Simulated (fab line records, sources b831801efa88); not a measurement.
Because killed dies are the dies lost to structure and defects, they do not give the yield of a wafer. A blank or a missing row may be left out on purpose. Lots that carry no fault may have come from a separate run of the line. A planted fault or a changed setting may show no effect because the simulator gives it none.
fab line records / flow sky130 / part 2 of 2: steps 31 to 41 of 41
[record] lots = 5 wafers = 15 last_day = 50
route steps=708 shown METAL1@437 VIA1@458
lots that met no fault: taken from a fault-free run of the same line
start_h: start of the lot's first displayed wafer, in hours after the record's first day / wait_h: hours from the lot's prior step to this one / " repeats the value in the row above / L1.1+2: several wafers, shown together as one row / - no value present, or no start provided / * or withheld: withheld / < > ~ a bound
route shown NAME@n: NAME is a module with steps in the file, n the number in the route of the first one / usual: average and standard deviation across the fault-free wafers / same: alike in all rows / chamber/n: place in a boat / sites: per-site readings / _std_site: the values' standard deviation / _edge_site: outer sites' mean less inner sites' / radius_mm: how far each site lies from the wafer's centre / mask NAME#n: copy n / behind: the most recent tool/chamber to have shaped the wafer / hold: why the lot went on hold/how many hours it stayed there/how the hold came to an end / device: whichever transistor did not switch (one of n, p or np) / end of line: tests run on the same wafers once the route is complete / a step with no rows: only its recipe / killed: dies that structure and defects cost at the first sort, which is not the same as the wafer's yield / map: the dies of a wafer, with x for killed, . for not killed, _ for no die there
set.NAME: the run value of the setting; set.NAME@STEP: its run value at that earlier step / model.NAME: the simulator's own value behind a step, which no gauge read
lots seen at some steps along the route; tables by step, rows by wafer
services: from which hour (start_h, from the record's first day; less than 0 if before it) a tool's chamber was out of use, for how many hours, and why
[[steps]]
[step SKY_VIA1_EXPOSE_09]
[recipe] mask_id = VIM na = 0.8 source_shape = annular sigma_inner = 0.55 sigma_outer = 0.85 target_cd_nm = 150 dose_mj = 38
[usual] focus_offset_nm = 0.0/0.51
lot.wafer=L077.2 tool=krf_scanner-01 chamber=0 start_h=- wait_h=- mask=VIM#0 focus_offset_nm=-0.3
lot.wafer=L077.3 tool=krf_scanner-01 chamber=0 start_h=- wait_h=- mask=VIM#0 focus_offset_nm=0.1
lot.wafer=L077.5 tool=krf_scanner-01 chamber=0 start_h=- wait_h=- mask=VIM#0 focus_offset_nm=0.4
lot.wafer=L078.1 tool=krf_scanner-01 chamber=0 start_h=- wait_h=- mask=VIM#0 focus_offset_nm=0.5
lot.wafer=L078.5 tool=krf_scanner-01 chamber=0 start_h=- wait_h=- mask=VIM#0 focus_offset_nm=-0.3
lot.wafer=L078.6 tool=krf_scanner-01 chamber=0 start_h=- wait_h=- mask=VIM#0 focus_offset_nm=-0.2
lot.wafer=L081.2 tool=krf_scanner-02 chamber=0 start_h=- wait_h=- mask=VIM#0 focus_offset_nm=-0.6
lot.wafer=L081.3 tool=krf_scanner-02 chamber=0 start_h=- wait_h=- mask=VIM#0 focus_offset_nm=-0.6
lot.wafer=L081.5 tool=krf_scanner-02 chamber=0 start_h=- wait_h=- mask=VIM#0 focus_offset_nm=-0.8
lot.wafer=L089.4 tool=krf_scanner-01 chamber=0 start_h=- wait_h=- mask=VIM#0 focus_offset_nm=0.0
lot.wafer=L089.5 tool=krf_scanner-01 chamber=0 start_h=- wait_h=- mask=VIM#0 focus_offset_nm=0.4
lot.wafer=L089.6 tool=krf_scanner-01 chamber=0 start_h=- wait_h=- mask=VIM#0 focus_offset_nm=-0.3
lot.wafer=L096.1 tool=krf_scanner-02 chamber=0 start_h=- wait_h=- mask=VIM#0 focus_offset_nm=-0.6
lot.wafer=L096.3 tool=krf_scanner-02 chamber=0 start_h=- wait_h=- mask=VIM#0 focus_offset_nm=-0.4
lot.wafer=L096.6 tool=krf_scanner-02 chamber=0 start_h=- wait_h=- mask=VIM#0 focus_offset_nm=0.0
[step SKY_VIA1_PEB_10]
[recipe] peb_temp_c = withheld peb_time_s = withheld resist = KrF-thick
lot.wafer=L077.2+3+5 tool=litho_track-01 chamber=0 start_h=- wait_h=-
lot.wafer=L078.1+5+6 tool=litho_track-04 chamber=0 start_h=- wait_h=-
lot.wafer=L081.2+3+5 tool=litho_track-03 chamber=0 start_h=- wait_h=-
lot.wafer=L089.4+5+6 tool=litho_track-03 chamber=0 start_h=- wait_h=-
lot.wafer=L096.1+3+6 tool=litho_track-01 chamber=0 start_h=- wait_h=-
[step SKY_VIA1_DEVELOP_11]
[recipe] develop_time_s = 60 resist = KrF-thick dev_temp_c = 21
lot.wafer=L077.2+3+5 tool=litho_track-01 chamber=0 start_h=- wait_h=-
lot.wafer=L078.1+5+6 tool=litho_track-04 chamber=0 start_h=- wait_h=-
lot.wafer=L081.2+3+5 tool=litho_track-03 chamber=0 start_h=- wait_h=-
lot.wafer=L089.4+5+6 tool=litho_track-03 chamber=0 start_h=- wait_h=-
lot.wafer=L096.1+3+6 tool=litho_track-01 chamber=0 start_h=- wait_h=-
[step SKY_VIA1_CD_MEAS_12]
[recipe] target_cd_nm = 150
[usual] cd_nm = 150.6/1.5
lot.wafer=L077.2 tool=cd_sem-01 chamber=- start_h=812.38 wait_h=- cd_nm=150.8
lot.wafer=L077.3 tool=cd_sem-01 chamber=- start_h=812.38 wait_h=- cd_nm=151.5
lot.wafer=L077.5 tool=cd_sem-01 chamber=- start_h=812.38 wait_h=- cd_nm=152.4
lot.wafer=L078.1 tool=cd_sem-01 chamber=- start_h=826.35 wait_h=- cd_nm=150.1
lot.wafer=L078.5 tool=cd_sem-01 chamber=- start_h=826.35 wait_h=- cd_nm=150.4
lot.wafer=L078.6 tool=cd_sem-01 chamber=- start_h=826.35 wait_h=- cd_nm=151.1
lot.wafer=L081.2 tool=cd_sem-01 chamber=- start_h=857.51 wait_h=- cd_nm=147.6
lot.wafer=L081.3 tool=cd_sem-01 chamber=- start_h=857.51 wait_h=- cd_nm=148.3
lot.wafer=L081.5 tool=cd_sem-01 chamber=- start_h=857.51 wait_h=- cd_nm=148.8
lot.wafer=L089.4 tool=cd_sem-01 chamber=- start_h=911.25 wait_h=- cd_nm=151.2
lot.wafer=L089.5 tool=cd_sem-01 chamber=- start_h=911.25 wait_h=- cd_nm=152.1
lot.wafer=L089.6 tool=cd_sem-01 chamber=- start_h=911.25 wait_h=- cd_nm=152.3
lot.wafer=L096.1 tool=cd_sem-01 chamber=- start_h=950.63 wait_h=- cd_nm=149.8
lot.wafer=L096.3 tool=cd_sem-01 chamber=- start_h=950.63 wait_h=- cd_nm=151.1
lot.wafer=L096.6 tool=cd_sem-01 chamber=- start_h=950.63 wait_h=- cd_nm=149.4
[step SKY_VIA1_OVL_MEAS_13]
[usual] VIA1_OVL = 0/6.5
lot.wafer=L077.2 tool=overlay-01 chamber=- start_h=812.49 wait_h=0.1 VIA1_OVL[nm]=-1
lot.wafer=L077.3 tool=overlay-01 chamber=- start_h=812.49 wait_h=0.1 VIA1_OVL[nm]=-4
lot.wafer=L077.5 tool=overlay-01 chamber=- start_h=812.49 wait_h=0.1 VIA1_OVL[nm]=1
lot.wafer=L078.1 tool=overlay-02 chamber=- start_h=826.47 wait_h=0.1 VIA1_OVL[nm]=6
lot.wafer=L078.5 tool=overlay-02 chamber=- start_h=826.47 wait_h=0.1 VIA1_OVL[nm]=1
lot.wafer=L078.6 tool=overlay-02 chamber=- start_h=826.47 wait_h=0.1 VIA1_OVL[nm]=2
lot.wafer=L081.2 tool=overlay-01 chamber=- start_h=857.61 wait_h=0.1 VIA1_OVL[nm]=-5
lot.wafer=L081.3 tool=overlay-01 chamber=- start_h=857.61 wait_h=0.1 VIA1_OVL[nm]=-5
lot.wafer=L081.5 tool=overlay-01 chamber=- start_h=857.61 wait_h=0.1 VIA1_OVL[nm]=-8
lot.wafer=L089.4 tool=overlay-01 chamber=- start_h=911.33 wait_h=0.1 VIA1_OVL[nm]=9
lot.wafer=L089.5 tool=overlay-01 chamber=- start_h=911.33 wait_h=0.1 VIA1_OVL[nm]=11
lot.wafer=L089.6 tool=overlay-01 chamber=- start_h=911.33 wait_h=0.1 VIA1_OVL[nm]=14
lot.wafer=L096.1 tool=overlay-02 chamber=- start_h=950.75 wait_h=0.1 VIA1_OVL[nm]=0
lot.wafer=L096.3 tool=overlay-02 chamber=- start_h=950.75 wait_h=0.1 VIA1_OVL[nm]=2
lot.wafer=L096.6 tool=overlay-02 chamber=- start_h=950.75 wait_h=0.1 VIA1_OVL[nm]=-1
[step SKY_VIA1_ETCH_14]
[recipe] chemistry = N2/H2 target = BARC ion_energy_ev = 200 source_w = 500 bias_w = 100 pressure_mtorr = 30 n2_flow_sccm = 100 h2_flow_sccm = 200 stop_on = SiO2 time_s = 45.9 target_depth_a = 600
[usual] drypump_motor_current_A = 5.8/0.47 oes_product_au = 0.854/0.0046 throttle_valve_pct = 13.225/0.0086
lot.wafer=L077.2 tool=rie_diel-02 chamber=0 start_h=812.52 wait_h=0.0 drypump_motor_current_A=5.7 oes_product_au=0.848 rf_hours_counter_h=17 throttle_valve_pct=13.214
lot.wafer=L077.3 tool=rie_diel-02 chamber=3 start_h=812.52 wait_h=0.0 drypump_motor_current_A=6.6 oes_product_au=0.851 rf_hours_counter_h=2 throttle_valve_pct=13.234
lot.wafer=L077.5 tool=rie_diel-02 chamber=3 start_h=812.52 wait_h=0.0 drypump_motor_current_A=6.6 oes_product_au=0.858 rf_hours_counter_h=- throttle_valve_pct=13.231
lot.wafer=L078.1 tool=rie_diel-02 chamber=1 start_h=826.51 wait_h=0.0 drypump_motor_current_A=5.7 oes_product_au=0.852 rf_hours_counter_h=11 throttle_valve_pct=13.232
lot.wafer=L078.5 tool=rie_diel-02 chamber=0 start_h=826.51 wait_h=0.0 drypump_motor_current_A=5.7 oes_product_au=0.858 rf_hours_counter_h=- throttle_valve_pct=13.224
lot.wafer=L078.6 tool=rie_diel-02 chamber=3 start_h=826.51 wait_h=0.0 drypump_motor_current_A=6.6 oes_product_au=0.850 rf_hours_counter_h=- throttle_valve_pct=13.228
lot.wafer=L081.2 tool=rie_diel-04 chamber=1 start_h=857.64 wait_h=0.0 drypump_motor_current_A=6.1 oes_product_au=0.847 rf_hours_counter_h=11 throttle_valve_pct=13.231
lot.wafer=L081.3 tool=rie_diel-04 chamber=0 start_h=857.64 wait_h=0.0 drypump_motor_current_A=6.2 oes_product_au=0.850 rf_hours_counter_h=0 throttle_valve_pct=13.229
lot.wafer=L081.5 tool=rie_diel-04 chamber=2 start_h=857.64 wait_h=0.0 drypump_motor_current_A=5.6 oes_product_au=0.845 rf_hours_counter_h=- throttle_valve_pct=13.228
lot.wafer=L089.4 tool=rie_diel-02 chamber=0 start_h=911.35 wait_h=0.0 drypump_motor_current_A=5.8 oes_product_au=0.857 rf_hours_counter_h=20 throttle_valve_pct=13.231
lot.wafer=L089.5 tool=rie_diel-02 chamber=3 start_h=911.35 wait_h=0.0 drypump_motor_current_A=6.6 oes_product_au=0.856 rf_hours_counter_h=- throttle_valve_pct=13.220
lot.wafer=L089.6 tool=rie_diel-02 chamber=0 start_h=911.35 wait_h=0.0 drypump_motor_current_A=5.8 oes_product_au=0.850 rf_hours_counter_h=- throttle_valve_pct=13.225
lot.wafer=L096.1 tool=rie_diel-02 chamber=3 start_h=950.78 wait_h=0.0 drypump_motor_current_A=6.6 oes_product_au=0.848 rf_hours_counter_h=7 throttle_valve_pct=13.218
lot.wafer=L096.3 tool=rie_diel-02 chamber=1 start_h=950.78 wait_h=0.0 drypump_motor_current_A=5.7 oes_product_au=0.850 rf_hours_counter_h=15 throttle_valve_pct=13.232
lot.wafer=L096.6 tool=rie_diel-02 chamber=2 start_h=950.78 wait_h=0.0 drypump_motor_current_A=5.5 oes_product_au=0.848 rf_hours_counter_h=- throttle_valve_pct=13.219
[step SKY_VIA1_ETCH_15]
[recipe] target = SiO2 chemistry = C4F8/O2/Ar target_depth_nm = 351 stop_on = TiN mask_material = KrF-thick source_w = 1500 bias_w = 1200 pressure_mtorr = 40 c4f8_flow_sccm = withheld O2_flow_sccm = 6 Ar_flow_sccm = 300 time_s = 54
[usual] oes_product_au = 0.978/0.0082
lot.wafer=L077.2 tool=rie_diel-02 chamber=0 start_h=812.56 wait_h=0.0 oes_product_au=0.986 rf_hours_counter_h=17
lot.wafer=L077.3 tool=rie_diel-02 chamber=3 start_h=812.56 wait_h=0.0 oes_product_au=0.986 rf_hours_counter_h=2
lot.wafer=L077.5 tool=rie_diel-02 chamber=3 start_h=812.56 wait_h=0.0 oes_product_au=0.974 rf_hours_counter_h=-
lot.wafer=L078.1 tool=rie_diel-02 chamber=1 start_h=826.55 wait_h=0.0 oes_product_au=0.983 rf_hours_counter_h=11
lot.wafer=L078.5 tool=rie_diel-02 chamber=0 start_h=826.55 wait_h=0.0 oes_product_au=0.978 rf_hours_counter_h=-
lot.wafer=L078.6 tool=rie_diel-02 chamber=3 start_h=826.55 wait_h=0.0 oes_product_au=0.981 rf_hours_counter_h=-
lot.wafer=L081.2 tool=rie_diel-04 chamber=1 start_h=857.69 wait_h=0.0 oes_product_au=0.972 rf_hours_counter_h=11
lot.wafer=L081.3 tool=rie_diel-04 chamber=0 start_h=857.69 wait_h=0.0 oes_product_au=0.978 rf_hours_counter_h=0
lot.wafer=L081.5 tool=rie_diel-04 chamber=2 start_h=857.69 wait_h=0.0 oes_product_au=0.981 rf_hours_counter_h=-
lot.wafer=L089.4 tool=rie_diel-02 chamber=0 start_h=911.39 wait_h=0.0 oes_product_au=0.984 rf_hours_counter_h=20
lot.wafer=L089.5 tool=rie_diel-02 chamber=3 start_h=911.39 wait_h=0.0 oes_product_au=0.983 rf_hours_counter_h=-
lot.wafer=L089.6 tool=rie_diel-02 chamber=0 start_h=911.39 wait_h=0.0 oes_product_au=0.983 rf_hours_counter_h=-
lot.wafer=L096.1 tool=rie_diel-02 chamber=3 start_h=950.82 wait_h=0.0 oes_product_au=0.973 rf_hours_counter_h=7
lot.wafer=L096.3 tool=rie_diel-02 chamber=1 start_h=950.82 wait_h=0.0 oes_product_au=0.983 rf_hours_counter_h=15
lot.wafer=L096.6 tool=rie_diel-02 chamber=2 start_h=950.82 wait_h=0.0 oes_product_au=0.990 rf_hours_counter_h=-
[step SKY_VIA1_STRIP_16]
[recipe] chemistry = O2/N2 power_w = 1400 pressure_mtorr = 1500 platen_temp_c = withheld o2_flow_sccm = 3000 n2_flow_sccm = 300 overash_fraction = 0.5
[usual] drypump_motor_current_A = 6.04/0.28 oes_product_au = 0.416/0.0051 strip_time_to_endpoint_s = 4.47/0.031
lot.wafer=L077.2 tool=plasma_asher-02 chamber=1 start_h=812.61 wait_h=0.0 drypump_motor_current_A=6.27 oes_product_au=0.420 rf_hours_counter_h=35 strip_time_to_endpoint_s=4.49
lot.wafer=L077.3 tool=plasma_asher-02 chamber=0 start_h=812.61 wait_h=0.0 drypump_motor_current_A=5.74 oes_product_au=0.413 rf_hours_counter_h=- strip_time_to_endpoint_s=4.46
lot.wafer=L077.5 tool=plasma_asher-02 chamber=0 start_h=812.61 wait_h=0.0 drypump_motor_current_A=5.71 oes_product_au=0.410 rf_hours_counter_h=- strip_time_to_endpoint_s=4.45
lot.wafer=L078.1 tool=plasma_asher-02 chamber=0 start_h=826.60 wait_h=0.0 drypump_motor_current_A=5.73 oes_product_au=0.414 rf_hours_counter_h=37 strip_time_to_endpoint_s=4.48
lot.wafer=L078.5 tool=plasma_asher-02 chamber=1 start_h=826.60 wait_h=0.0 drypump_motor_current_A=6.26 oes_product_au=0.421 rf_hours_counter_h=- strip_time_to_endpoint_s=4.48
lot.wafer=L078.6 tool=plasma_asher-02 chamber=0 start_h=826.60 wait_h=0.0 drypump_motor_current_A=5.73 oes_product_au=0.418 rf_hours_counter_h=- strip_time_to_endpoint_s=4.44
lot.wafer=L081.2 tool=plasma_asher-02 chamber=0 start_h=857.73 wait_h=0.0 drypump_motor_current_A=5.76 oes_product_au=0.418 rf_hours_counter_h=40 strip_time_to_endpoint_s=4.47
lot.wafer=L081.3 tool=plasma_asher-02 chamber=0 start_h=857.73 wait_h=0.0 drypump_motor_current_A=5.74 oes_product_au=0.424 rf_hours_counter_h=- strip_time_to_endpoint_s=4.45
lot.wafer=L081.5 tool=plasma_asher-02 chamber=1 start_h=857.73 wait_h=0.0 drypump_motor_current_A=6.27 oes_product_au=0.419 rf_hours_counter_h=- strip_time_to_endpoint_s=4.48
lot.wafer=L089.4 tool=plasma_asher-02 chamber=1 start_h=911.47 wait_h=0.1 drypump_motor_current_A=6.24 oes_product_au=0.418 rf_hours_counter_h=- strip_time_to_endpoint_s=4.42
lot.wafer=L089.5 tool=plasma_asher-02 chamber=0 start_h=911.47 wait_h=0.1 drypump_motor_current_A=5.73 oes_product_au=0.416 rf_hours_counter_h=- strip_time_to_endpoint_s=4.46
lot.wafer=L089.6 tool=plasma_asher-02 chamber=1 start_h=911.47 wait_h=0.1 drypump_motor_current_A=6.25 oes_product_au=0.420 rf_hours_counter_h=- strip_time_to_endpoint_s=4.45
lot.wafer=L096.1 tool=plasma_asher-04 chamber=0 start_h=950.87 wait_h=0.0 drypump_motor_current_A=5.94 oes_product_au=0.426 rf_hours_counter_h=80 strip_time_to_endpoint_s=4.43
lot.wafer=L096.3 tool=plasma_asher-04 chamber=1 start_h=950.87 wait_h=0.0 drypump_motor_current_A=6.46 oes_product_au=0.409 rf_hours_counter_h=- strip_time_to_endpoint_s=4.45
lot.wafer=L096.6 tool=plasma_asher-04 chamber=0 start_h=950.87 wait_h=0.0 drypump_motor_current_A=5.95 oes_product_au=0.409 rf_hours_counter_h=- strip_time_to_endpoint_s=4.44
[step SKY_VIA1_STRIP_17]
[recipe] chemistry = post_etch_residue_remover time_s = 1200 temp_c = 72.5
lot.wafer=L077.2+3+5 tool=wet_bench-04 chamber=0 start_h=812.71 wait_h=0.1
lot.wafer=L078.1+5+6 tool=wet_bench-03 chamber=3 start_h=826.70 wait_h=0.1
lot.wafer=L081.2+3+5 tool=wet_bench-04 chamber=2 start_h=857.83 wait_h=0.1
lot.wafer=L089.4+5+6 tool=wet_bench-03 chamber=0 start_h=911.53 wait_h=0.0
lot.wafer=L096.1+3+6 tool=wet_bench-03 chamber=1 start_h=950.97 wait_h=0.1
[step SKY_VIA1_CLEAN_18]
[recipe] chemistry = IPA time_s = 180 temp_c = 25
lot.wafer=L077.2+3+5 tool=wet_bench-01 chamber=2 start_h=813.08 wait_h=0.0
lot.wafer=L078.1+5+6 tool=wet_bench-01 chamber=1 start_h=827.07 wait_h=0.0
lot.wafer=L081.2+3+5 tool=wet_bench-03 chamber=2 start_h=858.18 wait_h=0.0
lot.wafer=L089.4+5+6 tool=wet_bench-04 chamber=3 start_h=911.91 wait_h=0.0
lot.wafer=L096.1+3+6 tool=wet_bench-04 chamber=2 start_h=951.31 wait_h=0.0
[step SKY_VIA1_CLEAN_19]
[recipe] chemistry = O3/DIW dry = n2_spin
lot.wafer=L077.2+3+5 tool=wet_bench-04 chamber=3 start_h=813.14 wait_h=0.0
lot.wafer=L078.1+5+6 tool=wet_bench-04 chamber=3 start_h=827.13 wait_h=0.0
lot.wafer=L081.2+3+5 tool=wet_bench-01 chamber=2 start_h=858.23 wait_h=0.0
lot.wafer=L089.4+5+6 tool=wet_bench-01 chamber=2 start_h=911.97 wait_h=0.0
lot.wafer=L096.1+3+6 tool=wet_bench-03 chamber=3 start_h=951.37 wait_h=0.0
[[services]]
tool=rie_diel-02 chamber=1 start_h=737.66 hours=4.7 kind=repair
tool=krf_scanner-02 chamber=- start_h=738.38 hours=1.0 kind=pm
tool=krf_scanner-02 chamber=- start_h=743.53 hours=0.4 kind=repair
tool=rie_diel-02 chamber=1 start_h=752.63 hours=10.7 kind=repair
tool=krf_scanner-01 chamber=- start_h=752.83 hours=3.2 kind=repair
tool=rie_diel-02 chamber=- start_h=762.06 hours=1.2 kind=repair
tool=krf_scanner-01 chamber=- start_h=769.85 hours=3.6 kind=pm
tool=krf_scanner-02 chamber=- start_h=780.91 hours=1.3 kind=pm
tool=krf_scanner-01 chamber=- start_h=796.32 hours=1.3 kind=pm
tool=krf_scanner-01 chamber=- start_h=831.72 hours=0.3 kind=repair
tool=krf_scanner-01 chamber=- start_h=833.34 hours=0.8 kind=pm
tool=rie_metal-03 chamber=1 start_h=859.13 hours=12.2 kind=repair
tool=krf_scanner-02 chamber=- start_h=866.96 hours=4.0 kind=pm
tool=krf_scanner-02 chamber=- start_h=870.98 hours=0.8 kind=pm
tool=rie_diel-02 chamber=- start_h=876.56 hours=2.8 kind=pm
tool=rie_diel-02 chamber=- start_h=881.02 hours=0.5 kind=repair
tool=rie_metal-03 chamber=- start_h=890.32 hours=0.9 kind=repair
tool=krf_scanner-01 chamber=- start_h=890.86 hours=1.0 kind=pm
tool=krf_scanner-02 chamber=- start_h=901.01 hours=0.3 kind=repair
tool=krf_scanner-01 chamber=- start_h=903.59 hours=1.5 kind=repair
tool=krf_scanner-02 chamber=- start_h=907.38 hours=1.0 kind=pm
tool=pvd_sputter-01 chamber=- start_h=920.85 hours=1.1 kind=repair
tool=krf_scanner-01 chamber=- start_h=936.58 hours=4.0 kind=pm
tool=rie_diel-02 chamber=0 start_h=944.45 hours=8.4 kind=repair
